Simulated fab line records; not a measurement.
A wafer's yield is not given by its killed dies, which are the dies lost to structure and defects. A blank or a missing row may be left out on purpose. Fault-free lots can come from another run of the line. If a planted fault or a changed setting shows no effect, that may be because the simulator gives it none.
Which tool is to blame?	flow gf180mcu	12 lots with 35 wafers sampled at 6 steps, on a route of 602 steps

## WHAT THE GAUGES READ, wafer by wafer
GF_HV_LDD_OVL_MEAS_32.
lot	measured	on	HV_LDD_02_OVL (nm)
L303	day 11 08:35	overlay-01	0.4 -0.1 -0.6
L304	day 11 21:07	overlay-01	-0.4 1.5 -1.4
L305	day 12 01:42	overlay-02	-2.1 -1.1 -2.8
L307	day 12 21:26	overlay-02	-0.5 -1.2 -1.0
L308	day 13 07:10	overlay-01	-2.6 -0.2 -1.6
L309	day 13 13:59	overlay-01	-1.0 0.4 -1.3
L311	day 14 05:47	overlay-02	-0.2 -2.4 -1.0
L314	day 15 02:38	overlay-01	-0.3 -1.1 0.6
L316	day 15 23:17	overlay-02	-1.0 -0.6 -3.5
L317	day 16 06:08	overlay-01	-0.3 0.9 -0.1
L319	day 16 13:53	overlay-02	0.2 0.0
L323	day 18 03:20	overlay-01	0.8 -1.7 -1.9

GF_PSD_RS_MEAS_14: the measuring method here is four-point-probe.
lot	measured	on	NSD_RS (ohm/sq)
L303	day 14 01:00	filmMetro-01	46.29 46.17 46.14
L304	day 14 15:44	filmMetro-04	46.20 46.28 46.15
L305	day 14 19:52	filmMetro-02	46.17 46.11 46.10
L307	day 15 17:43	filmMetro-01	46.35 46.21 46.32
L308	day 16 04:38	filmMetro-04	46.11 46.19 46.19
L309	day 16 10:10	filmMetro-02	46.16 46.12 46.28
L311	day 17 04:14	filmMetro-02	46.12 46.20 46.14
L314	day 18 01:28	filmMetro-01	46.21 46.11 46.04
L316	day 19 01:21	filmMetro-01	46.23 46.13 46.28
L317	day 19 08:22	filmMetro-04	46.19 46.19 46.15
L319	day 19 14:57	filmMetro-02	44.77 46.17
L323	day 21 07:58	filmMetro-02	46.30 44.63 46.31

GF_SAB_THK_MEAS_01.
lot	measured	on	SAB_CVD_00_THK (nm)
L303	day 14 01:14	filmMetro-02	48.9 50.2 50.7
L304	day 14 15:59	filmMetro-02	49.1 49.6 50.6
L305	day 14 20:05	filmMetro-02	50.1 50.9 50.4
L307	day 15 17:59	filmMetro-04	49.3 49.5 49.7
L308	day 16 04:54	filmMetro-03	48.5 48.0 48.8
L309	day 16 10:24	filmMetro-03	50.2 50.1 49.7
L311	day 17 04:30	filmMetro-03	49.1 49.4 48.7
L314	day 18 01:43	filmMetro-03	48.9 48.9 49.8
L316	day 19 01:36	filmMetro-03	49.1 49.1 49.8
L317	day 19 08:37	filmMetro-03	49.2 50.5 50.5
L319	day 19 15:11	filmMetro-03	49.9 49.9
L323	day 21 08:23	filmMetro-02	49.5 49.9 50.5

## WHAT TOOL EACH LOT RAN ON (gives the tool, then ch and the chambers of the sampled wafers, and finally the start)
lot	GF_HV_LDD_RTA_52	GF_NSD_IMPLANT_09	GF_NSD_STRIP_11
L303	rtpAnneal-02 ch 0, day 12 04:44	implanter-04 ch 0, day 13 03:40	plasmaAsher-01 ch 0,1, day 13 03:56
L304	rtpAnneal-02 ch 0, day 12 18:26	implanter-01 ch 0, day 13 17:23	plasmaAsher-04 ch 0, day 13 17:40
L305	rtpAnneal-01 ch 0, day 12 22:19	implanter-01 ch 0, day 13 21:50	plasmaAsher-01 ch 0,1, day 13 22:07
L307	rtpAnneal-01 ch 0, day 13 18:22	implanter-04 ch 0, day 14 19:40	plasmaAsher-04 ch 0,1, day 14 19:58
L308	rtpAnneal-02 ch 0, day 14 05:29	implanter-01 ch 0, day 15 05:40	plasmaAsher-02 ch 1, day 15 05:58
L309	rtpAnneal-01 ch 0, day 14 11:49	implanter-04 ch 0, day 15 11:56	plasmaAsher-02 ch 0,1, day 15 12:11
L311	rtpAnneal-02 ch 0, day 15 03:55	implanter-04 ch 0, day 16 04:33	plasmaAsher-02 ch 0,1, day 16 04:51
L314	rtpAnneal-01 ch 0, day 16 01:39	implanter-02 ch 0, day 17 02:01	plasmaAsher-02 ch 0,1, day 17 02:18
L316	rtpAnneal-02 ch 0, day 16 22:38	implanter-02 ch 0, day 18 00:20	plasmaAsher-01 ch 0,1, day 18 00:37
L317	rtpAnneal-01 ch 0, day 17 05:01	implanter-02 ch 0, day 18 07:19	plasmaAsher-02 ch 0,1, day 18 07:37
L319	rtpAnneal-01 ch 0, day 17 12:59	implanter-02 ch 0, day 18 14:53	plasmaAsher-04 ch 1, day 18 15:09
L323	rtpAnneal-01 ch 0, day 19 04:02	implanter-02 ch 0, day 20 07:05	plasmaAsher-04 ch 0,1, day 20 07:22
- GF_HV_LDD_RTA_52: time 10 s.
- GF_NSD_IMPLANT_09
- GF_NSD_STRIP_11: strips in O2/N2.

## AS READ BY THE TOOLS THEMSELVES (means over the sampled wafers that have a number; for cases with no such wafer, the mark the record gives instead)
GF_HV_LDD_RTA_52.
lot	tool	annealTempCMax	chamberO2Ppm	lampPowerPct (%)	wafer_temp_C_max
L303	rtpAnneal-02	1006.8	1.998	32.8	1003.9
L304	rtpAnneal-02	1009.0	1.989	32.8	1003.3
L305	rtpAnneal-01	1002.6	2.023	33.4	1005.7
L307	rtpAnneal-01	1002.3	1.986	33.4	1004.1
L308	rtpAnneal-02	1006.8	1.999	32.8	1004.7
L309	rtpAnneal-01	1002.2	1.988	33.4	1005.3
L311	rtpAnneal-02	1007.6	2.016	32.8	1002.9
L314	rtpAnneal-01	1002.5	2.006	33.4	1005.3
L316	rtpAnneal-02	1008.3	1.993	32.8	1004.2
L317	rtpAnneal-01	1002.7	1.992	33.4	1004.9
L319	rtpAnneal-01	1002.9	2.028	33.4	1005.2
L323	rtpAnneal-01	1003.1	2.007	33.4	1005.4

GF_NSD_IMPLANT_09.
lot	tool	beamOnS (s)	faradayCurrentUA
L303	implanter-04	15.4	14148
L304	implanter-01	17.8	12325
L305	implanter-01	18.1	12083
L307	implanter-04	15.3	14255
L308	implanter-01	18.1	12102
L309	implanter-04	15.3	14242
L311	implanter-04	15.1	14337
L314	implanter-02	15.7	13862
L316	implanter-02	16.2	13490
L317	implanter-02	16.1	13463
L319	implanter-02	19.0	11756
L323	implanter-02	18.1	12292

GF_NSD_STRIP_11.
lot	tool	drypumpMotorCurrentA (A)	heaterPowerW (W)	oesProductAu (a.u.)	stripTimeToEndpointS (s)
L303	plasmaAsher-01	6.3	304	0.487	22.963
L304	plasmaAsher-04	5.8	355	0.484	22.944
L305	plasmaAsher-01	6.3	307	0.487	22.967
L307	plasmaAsher-04	5.3	332	0.487	22.929
L308	plasmaAsher-02	5.5	303	0.483	22.942
L309	plasmaAsher-02	6.2	354	0.490	22.977
L311	plasmaAsher-02	6.2	364	0.482	22.952
L314	plasmaAsher-02	5.8	329	0.483	22.946
L316	plasmaAsher-01	6.2	313	0.485	22.934
L317	plasmaAsher-02	5.8	327	0.490	22.932
L319	plasmaAsher-04	5.1	322	0.481	23.314
L323	plasmaAsher-04	5.3	335	0.488	23.279

## THE ANSWER, worked out from the rows above alone
Rule: the lots themselves supply what counts as usual. The widest of any qualifying gaps counts: lots, ordered by their means at a reading, are off when they make up no more than a third of the lots, leave a main group of 4 or more, and stand apart from it by 3 or more times the standard deviation of that group's means. If all means in a main group match to the digits the tables above print for the reading, that group is not used. A lot without any number at a reading at which 4 lots or more have one is off too. The other lots that the step has rows for count as sound. After the gauges, taken in route order, come the tools' own readings; for these a lot's mean is taken, as printed above. The first step at which some lot is off is used, and at that step the reading that is off furthest; a lot without a number counts as furthest.
Off: L319, L323, at GF_PSD_RS_MEAS_14 (NSD_RS). Mean 46.18 ohm/sq and standard deviation 0.047 in the main group.
If a tool, at a process step before that reading, ran all the lots that are off and no sound lot after the first of them, it fits. Not tried: the gauges at GF_PSD_RS_MEAS_14; whatever is off there is also off at GF_NSD_STRIP_11, on other tools, and gauge error can't account for it. Can't be told from this: 3 tools fit, rtpAnneal-01 at GF_HV_LDD_RTA_52, implanter-02 at GF_NSD_IMPLANT_09, plasmaAsher-04 at GF_NSD_STRIP_11.

## WHAT THE SIMULATOR HAD PUT IN
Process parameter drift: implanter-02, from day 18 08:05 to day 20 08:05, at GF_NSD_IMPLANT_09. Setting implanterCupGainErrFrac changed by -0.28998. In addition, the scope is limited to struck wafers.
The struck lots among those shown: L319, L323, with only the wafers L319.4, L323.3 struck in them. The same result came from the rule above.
